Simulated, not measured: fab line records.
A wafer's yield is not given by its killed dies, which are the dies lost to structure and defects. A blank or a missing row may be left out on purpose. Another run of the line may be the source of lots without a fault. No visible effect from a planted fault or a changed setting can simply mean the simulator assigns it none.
Matching of chambers ; flow gf180mcu ; 3 sister chambers for GF_V2_CVD_02 on pecvd-03
The step deposits SiO2 from TEOS, target thk 850 nm, time 94.851 s. 18 wafers are shown with their chamber, then 9 later ones without.

EACH WAFER AND ITS CHAMBER
wafer;chamber;heater-power-w (W)
L518.2;2;657
L518.5;2;523
L518.6;1;801
L521.2;0;717
L521.3;1;823
L521.5;2;515
L525.2;0;706
L525.4;2;653
L525.5;1;756
L530.2;1;759
L530.3;0;705
L530.6;2;519
L531.1;1;812
L531.2;0;596
L531.3;2;615
L533.2;2;542
L533.3;0;631
L533.6;2;575

SIGNATURES (means of the wafers above)
reading;chamber 0;chamber 1;chamber 2;scatter within a chamber
heater-power-w;671.00;790.20;574.88;51.9
Rule: a wafer's distance from a chamber is the root of the sum, over the readings, of the square of ((its reading less the chamber's mean) divided by the reading's scatter). If the next closest chamber is less than 2 further off than the closest, the wafer can't be placed; otherwise it belongs to the closest. The scatter: take each reading less its chamber's mean, square it, sum over the shown wafers, divide by the number of wafers less the number of chambers, and take the root.

WAFERS WHOSE CHAMBER IS MISSING
wafer;heater-power-w (W)
L535.3;599
L535.5;661
L535.6;636
L539.1;601
L539.3;687
L539.6;763
L540.1;691
L540.2;687
L540.4;767

WHICH CHAMBER EACH WENT THROUGH
wafer;from the rows above;in truth
L535.3;can't be placed: 2 or 0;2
L535.5;can't be placed: 0 or 2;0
L535.6;can't be placed: 0 or 2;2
L539.1;can't be placed: 2 or 0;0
L539.3;can't be placed: 0 or 1 or 2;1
L539.6;can't be placed: 1 or 0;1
L540.1;can't be placed: 0 or 1 or 2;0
L540.2;can't be placed: 0 or 1 or 2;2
L540.4;can't be placed: 1 or 0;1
0 of 9 placed correctly. Cannot be placed on the basis of these rows: 9; the candidates contain the true chamber in 9. Wrongly placed: 0.
